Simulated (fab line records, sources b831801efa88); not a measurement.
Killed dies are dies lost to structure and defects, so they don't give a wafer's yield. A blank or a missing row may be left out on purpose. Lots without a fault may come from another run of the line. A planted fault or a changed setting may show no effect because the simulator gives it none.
fab line records | flow sky130
record lots=6 wafers=18 last_day=50
route steps=708 shown VIA4@651 METAL5@661
lots that met no fault: from a run of the same line without faults
start_h: hours from the record's first day to the start of the lot's first wafer shown | wait_h: hours since the lot's step before | " the same as in the row above | L1.1+2: a row that stands for several wafers | - no value, or no start given | * or withheld: withheld | < > ~ a bound
route shown NAME@n: a module of which the file shows steps, and the number in the route of the first | usual: mean/standard deviation of fault-free wafers | same: alike in all rows | chamber/n: place in a boat | sites: the reading at each site | _std_site: their standard deviation | _edge_site: outer sites' mean less inner sites' | radius_mm: how far each site lies from the wafer's centre | mask NAME#n: copy n | behind: the tool/chamber that last shaped the wafer | hold: why the lot was held/for how many hours/how that ended | device: the transistor (n, p or np) that didn't switch | end of line: the same wafers' tests at the end of the route | a step without rows: its recipe alone | killed: dies lost to structure and defects at the first sort, not the wafer's yield | map: a wafer's dies, x killed, . not, _ none there
set.NAME: the setting as run; set.NAME@STEP: as run at that earlier step | model.NAME: the simulator's own value behind a step, which no gauge read
lots at some steps of the route; a table a step, a row a wafer
services: from which hour (start_h, from the record's first day; less than 0 if before it) a tool's chamber was out of use, for how many hours, and why
## steps
# step SKY_VIA4_ETCH_12
# recipe target=SiO2 chemistry=C4F8/O2/Ar stop_on=TiN mask_material=NOVOLAK source_w=1500 bias_w=1200 pressure_mtorr=40 c4f8_flow_sccm=withheld O2_flow_sccm=6 Ar_flow_sccm=300 time_s=withheld target_depth_a=5800
# step SKY_VIA4_STRIP_13
# recipe chemistry=O2/N2 power_w=1400 pressure_mtorr=1500 platen_temp_c=withheld o2_flow_sccm=3000 n2_flow_sccm=300 overash_fraction=0.5
# usual drypump_motor_current_A=5.5/0.47 oes_product_au=0.710/0.0045 strip_time_to_endpoint_s=12.804/0.027
# columns lot.wafer tool chamber start_h wait_h drypump_motor_current_A oes_product_au rf_hours_counter_h strip_time_to_endpoint_s
L595.1 plasma_asher-03 1 1016.55 - 6.0 0.708 24 12.798
L595.3 " 0 " " 5.2 0.712 - 12.842
L595.4 " 1 " " 6.1 0.713 - 12.833
L599.1 plasma_asher-04 1 1035.05 - 5.2 0.710 122 12.823
L599.2 " 0 " " 5.0 0.713 122 12.783
L599.3 " 0 " " 5.0 0.713 - 12.782
L604.1 plasma_asher-04 1 1068.79 - 5.2 0.711 0 12.807
L604.3 " 1 " " 5.2 0.714 - 12.789
L604.4 " 0 " " 5.0 0.702 - 12.798
L605.1 plasma_asher-02 1 1073.45 - 6.1 0.713 95 12.765
L605.2 " 0 " " 5.0 0.701 95 12.794
L605.3 " 0 " " 5.0 0.709 - 12.809
L616.2 plasma_asher-03 1 1144.50 - 6.1 0.705 36 12.843
L616.3 " 0 " " 5.2 0.715 - 12.800
L616.5 " 1 " " 6.1 0.710 - 12.816
L617.1 plasma_asher-04 0 1156.45 - 5.0 0.705 9 12.865
L617.2 " 1 " " 5.2 0.712 9 12.820
L617.4 " 1 " " 5.2 0.709 - 12.853
# step SKY_VIA4_STRIP_14
# recipe chemistry=post_etch_residue_remover time_s=1200 temp_c=72.5
# step SKY_VIA4_CLEAN_15
# recipe chemistry=IPA time_s=180 temp_c=25
# step SKY_VIA4_CLEAN_16
# recipe chemistry=O3/DIW dry=n2_spin
# step SKY_VIA4_SPUTTER_17
# recipe material=TiN target_thk_nm=20 chamber_pressure_pa=5 power_w=4000 time_s=80
# step SKY_VIA4_CVD_18
# recipe material=W target_thk_nm=505 time_s=152.14 temp_c=398 pressure_torr=40
# usual chamber_pressure_Torr=40.00/0.087 heater_power_w=869/85
# columns lot.wafer tool chamber start_h wait_h chamber_pressure_Torr heater_power_w
L595.1 cvd_w-02 1 1017.22 0.0 40.11 845
L595.3 " 0 " " 40.04 1017
L595.4 " 1 " " 40.07 846
L599.1 cvd_w-01 0 1035.71 0.0 39.99 883
L599.2 " 1 " " 39.92 779
L599.3 " 1 " " 40.06 790
L604.1 cvd_w-02 0 1069.45 0.0 39.91 1024
L604.3 " 0 " " 39.97 997
L604.4 " 1 " " 40.16 836
L605.1 cvd_w-02 1 1074.10 0.0 40.01 838
L605.2 " 0 " " 39.89 1017
L605.3 " 0 " " 40.05 1018
L616.2 cvd_w-01 0 1145.19 0.0 39.96 884
L616.3 " 0 " " 39.94 900
L616.5 " 0 " " 40.02 878
L617.1 cvd_w-01 0 1157.10 0.0 39.96 889
L617.2 " 1 " " 40.07 785
L617.4 " 0 " " 39.91 856
# step SKY_VIA4_RS_MEAS_19
# recipe thk_meas_gauge=four-point-probe reads=W_of_VIA4_CVD_18+TiN_of_VIA4_SPUTTER_17
# usual VIA4_W_RS=0.2349/0.0024
# columns lot.wafer tool chamber start_h wait_h VIA4_W_RS[ohm/sq]
L595.1 film_metro-02 - 1017.37 0.1 0.2321
L595.3 " - " " 0.2355
L595.4 " - " " 0.2312
L599.1 film_metro-02 - 1035.86 0.1 0.2374
L599.2 " - " " 0.2364
L599.3 " - " " 0.2333
L604.1 film_metro-03 - 1069.60 0.1 0.2356
L604.3 " - " " 0.2353
L604.4 " - " " 0.2312
L605.1 film_metro-04 - 1074.25 0.1 0.2333
L605.2 " - " " 0.2344
L605.3 " - " " 0.2342
L616.2 film_metro-04 - 1145.37 0.1 0.2343
L616.3 " - " " 0.2329
L616.5 " - " " 0.2346
L617.1 film_metro-02 - 1157.26 0.1 0.2375
L617.2 " - " " 0.2352
L617.4 " - " " 0.2367
# step SKY_VIA4_THK_MEAS_20
# recipe thk_meas_gauge=xrf reads=W_of_VIA4_CVD_18
# usual VIA4_W_THK=485/6
# columns lot.wafer tool chamber start_h wait_h VIA4_W_THK[nm]
L595.1 film_metro-02 - 1017.49 0.1 491
L595.3 " - " " 485
L595.4 " - " " 492
L599.1 film_metro-02 - 1035.98 0.1 486
L599.2 " - " " 486
L599.3 " - " " 488
L604.1 film_metro-03 - 1069.72 0.1 478
L604.3 " - " " 482
L604.4 " - " " 489
L605.1 film_metro-04 - 1074.37 0.1 485
L605.2 " - " " 485
L605.3 " - " " 486
L616.2 film_metro-04 - 1145.48 0.1 491
L616.3 " - " " 494
L616.5 " - " " 486
L617.1 film_metro-02 - 1157.38 0.1 481
L617.2 " - " " 488
L617.4 " - " " 484
# step SKY_VIA4_CMP_21
# recipe stop_on=SiO2 t_overpolish_s=25 down_force_psi=3.5 platen_rpm=60 target_thk_nm=0 pad_velocity_m_s=0.94248
# usual edge_zone_pressure_frac=1.000/0.0048 motor_current_A=10.7/1.1 overpolish_run_s=25.000/0.0097 time_to_endpoint_s=117/4.2
# columns lot.wafer tool chamber start_h wait_h edge_zone_pressure_frac motor_current_A overpolish_run_s time_to_endpoint_s
L595.4 cmp-01 1 1017.57 0.0 1.002 10.0 25.027 109
L595.1 " 3 " " 0.992 10.4 25.000 112
L595.3 " 0 " " 0.994 11.7 25.010 110
L599.1 cmp-01 1 1036.04 0.1 0.997 10.1 24.995 109
L599.2 " 2 " " 1.005 10.1 25.020 118
L599.3 " 0 " " 0.995 11.1 24.998 110
L604.3 cmp-01 3 1069.78 0.0 0.994 10.8 24.984 114
L604.1 " 0 " " 0.999 11.6 24.999 114
L604.4 " 2 " " 0.999 10.8 25.012 121
L605.1 cmp-02 3 1074.43 0.1 0.994 12.6 25.001 126
L605.3 " 0 " " 1.003 8.8 25.006 116
L605.2 " 1 " " 1.008 10.9 24.997 119
L616.2 cmp-01 2 1145.53 0.0 1.002 10.6 24.994 119
L616.3 " 1 " " 1.007 9.8 25.006 117
L616.5 " 3 " " 0.999 11.0 25.002 117
L617.2 cmp-02 1 1157.58 0.2 0.999 10.6 25.002 119
L617.4 " 3 " " 0.998 12.1 25.010 123
L617.1 " 0 " " 0.997 8.7 24.991 112
# step SKY_METAL5_SPUTTER_00
# recipe material=Ti target_thk_nm=15 power_w=3000 time_s=10 chamber_pressure_pa=0.4
# usual cathode_dc_power_W=3000.1/0.57 chamber_pressure_pa=0.4001/0.00081 throttle_valve_pct=29.5/0.85
# columns lot.wafer tool chamber start_h wait_h cathode_dc_power_W chamber_pressure_pa throttle_valve_pct
L595.1 pvd_sputter-02 - 1017.87 0.1 2999.0 0.3989 29.7
L595.3 " - " " 3000.1 0.3995 29.3
L595.4 " - " " 3000.3 0.3994 29.2
L599.1 pvd_sputter-02 - 1036.34 0.2 2999.6 0.4007 29.7
L599.2 " - " " 3000.1 0.3998 28.5
L599.3 " - " " 3000.1 0.4004 29.8
L604.1 pvd_sputter-02 - 1070.08 0.2 2999.6 0.3997 30.2
L604.3 " - " " 3000.0 0.3985 29.3
L604.4 " - " " 3000.3 0.4003 29.9
L605.1 pvd_sputter-03 - 1074.73 0.2 3000.2 0.3997 29.4
L605.2 " - " " 3000.2 0.4011 29.5
L605.3 " - " " 2999.4 0.4018 28.2
L616.2 pvd_sputter-02 - 1145.83 0.2 3000.9 0.4008 29.4
L616.3 " - " " 3000.3 0.3995 29.5
L616.5 " - " " 3000.3 0.4013 30.0
L617.1 pvd_sputter-04 - 1157.88 0.1 2999.7 0.4011 30.4
L617.2 " - " " 3000.4 0.4007 28.8
L617.4 " - " " 3001.3 0.3991 29.7
# step SKY_METAL5_SPUTTER_01
# recipe material=TiN target_thk_nm=20 power_w=6500 time_s=16.7 chamber_pressure_pa=0.4
# step SKY_METAL5_SPUTTER_02
# recipe material=AlCu target_thk_nm=1150 power_w=10600 time_s=61.2 chamber_pressure_pa=0.4
# usual cathode_dc_power_W=10600/1.8 chamber_pressure_pa=0.4000/0.00082 throttle_valve_pct=29.5/0.86
# columns lot.wafer tool chamber start_h wait_h cathode_dc_power_W chamber_pressure_pa throttle_valve_pct
L595.1 pvd_sputter-02 - 1017.91 0.0 10597 0.4000 29.5
L595.3 " - " " 10600 0.3996 29.4
L595.4 " - " " 10596 0.3989 29.4
L599.1 pvd_sputter-02 - 1036.39 0.0 10600 0.4007 30.1
L599.2 " - " " 10603 0.4003 28.7
L599.3 " - " " 10603 0.4006 29.7
L604.1 pvd_sputter-02 - 1070.13 0.0 - - -
L604.3 " - " " - - -
L604.4 " - " " - - -
L605.1 pvd_sputter-03 - 1074.78 0.0 - - -
L605.2 " - " " - - -
L605.3 " - " " - - -
L616.2 pvd_sputter-02 - 1145.87 0.0 10599 0.3996 29.4
L616.3 " - " " 10601 0.3994 29.4
L616.5 " - " " 10600 0.4003 30.1
L617.1 pvd_sputter-04 - 1157.93 0.0 10601 0.4006 30.8
L617.2 " - " " 10600 0.3989 28.9
L617.4 " - " " 10599 0.3986 29.6
# step SKY_METAL5_SPUTTER_03
# recipe material=Ti target_thk_nm=5 power_w=3000 time_s=3.3 chamber_pressure_pa=0.4
# step SKY_METAL5_SPUTTER_04
# recipe material=TiN target_thk_nm=70 power_w=6500 time_s=58.3 chamber_pressure_pa=0.4
# usual cathode_dc_power_W=6499.9/1.1 chamber_pressure_pa=0.4001/0.00083 throttle_valve_pct=29.5/0.87
# columns lot.wafer tool chamber start_h wait_h cathode_dc_power_W chamber_pressure_pa throttle_valve_pct
L595.1 pvd_sputter-02 - 1017.98 0.0 6499.2 0.3999 29.5
L595.3 " - " " 6498.6 0.4021 29.5
L595.4 " - " " 6503.5 0.4019 29.4
L599.1 pvd_sputter-02 - 1036.46 0.0 6501.0 0.3996 30.1
L599.2 " - " " 6499.3 0.4004 28.6
L599.3 " - " " 6500.3 0.4004 29.8
L604.1 pvd_sputter-02 - 1070.20 0.0 6500.0 0.4001 30.0
L604.3 " - " " 6497.5 0.4003 29.5
L604.4 " - " " 6502.1 0.4000 29.7
L605.1 pvd_sputter-03 - 1074.85 0.0 6499.2 0.4005 29.2
L605.2 " - " " 6497.9 0.4001 29.4
L605.3 " - " " 6498.8 0.4002 27.8
L616.2 pvd_sputter-02 - 1145.94 0.0 6498.9 0.3991 29.4
L616.3 " - " " 6500.6 0.4001 29.8
L616.5 " - " " 6499.2 0.4004 29.7
L617.1 pvd_sputter-04 - 1158.00 0.0 6500.0 0.3987 30.6
L617.2 " - " " 6498.8 0.4003 28.6
L617.4 " - " " 6501.5 0.3996 29.8
# step SKY_METAL5_RS_MEAS_05
# recipe thk_meas_gauge=four-point-probe reads=TiN_of_METAL5_SPUTTER_04+Ti_of_METAL5_SPUTTER_03+AlCu_of_METAL5_SPUTTER_02+TiN_of_METAL5_SPUTTER_01+Ti_of_METAL5_SPUTTER_00
# usual METAL5_ALCU_RS=0.02708/0.00029
# columns lot.wafer tool chamber start_h wait_h METAL5_ALCU_RS[ohm/sq]
L595.1 film_metro-02 - 1018.03 0.0 0.02704
L595.3 " - " " 0.02709
L595.4 " - " " 0.02734
L599.1 film_metro-02 - 1036.51 0.0 0.02688
L599.2 " - " " 0.02717
L599.3 " - " " 0.02679
L604.1 film_metro-02 - 1070.25 0.0 8.6495
L604.3 " - " " 8.6469
L604.4 " - " " 8.6244
L605.1 film_metro-02 - 1074.90 0.0 8.5374
L605.2 " - " " 8.6475
L605.3 " - " " 8.6142
L616.2 film_metro-01 - 1146.01 0.0 0.02723
L616.3 " - " " 0.02675
L616.5 " - " " 0.02699
L617.1 film_metro-01 - 1158.05 0.0 0.02727
L617.2 " - " " 0.02693
L617.4 " - " " 0.0272
# step SKY_METAL5_THK_MEAS_06
# recipe thk_meas_gauge=xrf reads=AlCu_of_METAL5_SPUTTER_02
# usual METAL5_ALCU_THK=1142/17
# columns lot.wafer tool chamber start_h wait_h METAL5_ALCU_THK[nm]
L595.1 film_metro-02 - 1018.15 0.1 1161
L595.3 " - " " 1150
L595.4 " - " " 1137
L599.1 film_metro-02 - 1036.63 0.1 1151
L599.2 " - " " 1142
L599.3 " - " " 1163
L604.1 film_metro-02 - 1070.37 0.1 <0
L604.3 " - " " <0
L604.4 " - " " <0
L605.1 film_metro-02 - 1075.02 0.1 <0
L605.2 " - " " <0
L605.3 " - " " <0
L616.2 film_metro-01 - 1146.12 0.1 1132
L616.3 " - " " 1150
L616.5 " - " " 1137
L617.1 film_metro-01 - 1158.17 0.1 1124
L617.2 " - " " 1149
L617.4 " - " " 1136
# step SKY_METAL5_DEHYDRATE_07
# recipe temp_c=200 time_s=60
## services
# columns tool chamber start_h hours kind
pvd_sputter-02 2 1004.36 - consumable_replace:kit
pvd_sputter-02 2 1004.36 18.0 scheduled_down
pvd_sputter-02 2 1004.36 18.0 vent_cycle
cvd_w-01 - 1011.15 6.9 pm
cmp-01 - 1012.02 0.3 repair
plasma_asher-04 - 1012.03 1.5 repair
plasma_asher-03 - 1023.49 1.2 repair
pvd_sputter-02 - 1025.53 7.7 repair
plasma_asher-03 - 1029.62 1.6 repair
cmp-02 - 1034.82 0.7 repair
cmp-01 - 1042.46 10.5 pm
cmp-02 - 1052.93 16.2 pm
plasma_asher-04 - 1055.30 9.0 pm
cmp-01 - 1071.82 1.6 repair
plasma_asher-03 - 1072.81 8.8 repair
cmp-02 - 1084.13 4.0 pm
pvd_sputter-03 - 1095.39 6.2 repair
pvd_sputter-03 - 1099.42 25.4 repair
cvd_w-02 1 1112.21 6.1 repair
cvd_w-02 0 1117.64 10.0 repair
plasma_asher-02 - 1128.68 4.9 repair
plasma_asher-04 - 1132.01 0.9 repair
pvd_sputter-03 - 1139.79 9.0 repair
pvd_sputter-02 - 1143.59 1.2 repair
## key
first_sign step=SKY_METAL5_SPUTTER_02 reading=tool_record direction=missing
effect step=SKY_METAL5_RS_MEAS_05 reading=METAL5_ALCU_RS direction=up sigmas=99+ usual=0.02708 struck=8.62
effect step=SKY_METAL5_THK_MEAS_06 reading=METAL5_ALCU_THK direction=down sigmas=69 usual=1142 struck=<0
met_at SKY_METAL5_SPUTTER_02
struck_wafers L604.1,L604.3,L604.4,L605.1,L605.2,L605.3
later_rows_left_out L604.1,L604.3,L604.4,L605.1,L605.2,L605.3
sort_left_out L604.1,L604.3,L604.4,L605.1,L605.2,L605.3
onset_between 1036.39 1070.13
fault kind=skipped_step_whole tool=pvd_sputter-02,pvd_sputter-03 chamber=- onset_h=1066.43 steps=SKY_METAL5_SPUTTER_02 scope=struck_lots_only
# sort_left_out: the simulated sort isn't trusted on such a fault, so these wafers' sort isn't shown, and their yield isn't known
# later_rows_left_out: the simulator's readings of these wafers behind a module that went badly wrong aren't trusted and aren't shown, but for the sort
